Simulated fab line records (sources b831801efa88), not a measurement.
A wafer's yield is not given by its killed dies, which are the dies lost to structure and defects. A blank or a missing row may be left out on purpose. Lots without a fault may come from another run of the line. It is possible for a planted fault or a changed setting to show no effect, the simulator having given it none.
One fault through the eyes of 2 desks || flow sky130 || what lay behind the numbers comes last; until then each desk has only its own

DESK OF THE TOOL OWNER: litho_track-02
The tool's own readings at SKY_SONOS_TUNNEL_DEVELOP_06 (develop time 60 s): means of the sampled wafers that have a number, for each lot that ran on this tool. Marked OUT: a lot whose mean sits more than 4 standard deviations from the usual mean, which makes it out of limits; the brackets give that distance.
Columns: A = developer_temp_C at SKY_SONOS_TUNNEL_DEVELOP_06, usual 22.99 C
{"lot": "L681", "first seen here": "day 14 02:37", "A": "22.09 (-9.0) OUT"}
{"lot": "L683", "first seen here": "day 15 01:47", "A": "22.07 (-9.2) OUT"}
{"lot": "L692", "first seen here": "day 17 22:34", "A": 22.98}
This desk finds L681, L683 out of limits, L681 being first, at day 14 02:37 (developer_temp_C at SKY_SONOS_TUNNEL_DEVELOP_06). Within limits: L692.

AT THE METROLOGY DESK
Means of the sampled wafers that have a number, per lot and without regard to the tool the lot ran on: this is what the gauges read. Marked OUT: a lot whose mean sits more than 4 standard deviations from the usual mean, which makes it out of limits; the brackets give that distance.
Columns: A = VT_ADJUST_PCH_OVL at SKY_VT_ADJUST_PCH_OVL_MEAS_07, usual 0.8 nm; B = VT_ADJUST_PCH_TW at SKY_VT_ADJUST_PCH_TW_MEAS_10, usual 142.5; C = cd_nm at SKY_SONOS_TUNNEL_CD_MEAS_07, usual 409.5 nm
{"lot": "L673", "first seen here": "day 10 07:10", "A": -0.6, "B": 143.6, "C": 406.7}
{"lot": "L681", "first seen here": "day 13 01:07", "A": -0.2, "B": 142.8, "C": 412.3}
{"lot": "L683", "first seen here": "day 13 23:29", "A": 2.0, "B": 142.9, "C": 414.7}
{"lot": "L692", "first seen here": "day 16 17:22", "A": -1.5, "B": 142.1, "C": 412.5}
{"lot": "L693", "first seen here": "day 16 23:59", "A": 1.6, "B": 142.4, "C": 409.5}
{"lot": "L695", "first seen here": "day 17 08:17", "A": 1.8, "B": 142.2, "C": 406.8}
This desk found nothing out of limits on any of the 6 lots.

PUT TOGETHER
The tool owner's desk could have raised an alarm at day 14 02:37, on L681, L683.
At the metrology desk, nothing out of limits was observed.
The metrology desk holds a record of L681, L683, inside its limits.
Every lot named ran SKY_SONOS_TUNNEL_DEVELOP_06 on litho_track-02.

WHAT THE SIMULATOR HAD PUT IN
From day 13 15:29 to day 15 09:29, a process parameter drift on litho_track-02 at SKY_SONOS_TUNNEL_DEVELOP_06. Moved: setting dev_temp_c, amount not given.
Struck lots among those shown: L681, L683.
Hours from the fault's start to each desk's first reading out of limits: the tool owner's desk, 11.
